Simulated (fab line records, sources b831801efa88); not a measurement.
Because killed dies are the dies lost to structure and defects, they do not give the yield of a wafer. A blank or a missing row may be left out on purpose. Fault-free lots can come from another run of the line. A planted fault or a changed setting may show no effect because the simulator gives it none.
Matching of chambers -- flow gf180mcu -- pecvd-02 running GF_V2_CVD_02: 3 sister chambers
The step deposits SiO2 from TEOS, target thk 850 nm, time 94.851 s. 6 wafers are shown with their chamber, then 11 later ones without.

## WAFERS PAIRED WITH THEIR CHAMBERS
wafer,chamber,heater_power_w (W)
L083.1,1,541
L083.4,1,544
L085.2,2,603
L085.5,0,655
L085.6,2,640
L086.2,0,686

## WAFERS WHOSE CHAMBER IS MISSING
wafer,heater_power_w (W)
L086.4,437
L086.6,595
L089.2,653
L089.3,475
L089.5,688
L093.1,656
L093.2,566
L093.3,488
L094.1,459
L094.2,682
L094.3,677

## WHICH CHAMBER EACH ONE RAN IN
wafer,from the rows above,in truth
L086.4,1,1
L086.6,can't be placed: 2 or 1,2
L089.2,can't be placed: 0 or 2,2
L089.3,1,1
L089.5,0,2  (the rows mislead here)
L093.1,can't be placed: 0 or 2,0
L093.2,can't be placed: 1 or 2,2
L093.3,1,1
L094.1,1,1
L094.2,0,0
L094.3,0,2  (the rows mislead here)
Correct placement for 5 of the 11. Unplaceable from these rows: 4, with the true chamber sitting among the candidates in 4. 2 placed wrongly.
How it was worked out, from the rows above alone: a wafer's distance from a chamber is the root of the sum, over the readings, of the square of ((its reading less the chamber's mean) divided by the reading's scatter). The wafer belongs to the nearest chamber; if the next one is less than 2 further off, it can't be placed. The mean given for a chamber averages the wafers shown for that chamber. The scatter is the square root of a quotient: the sum, over the shown wafers, of each reading's squared deviation from its chamber's mean, divided by wafers minus chambers.
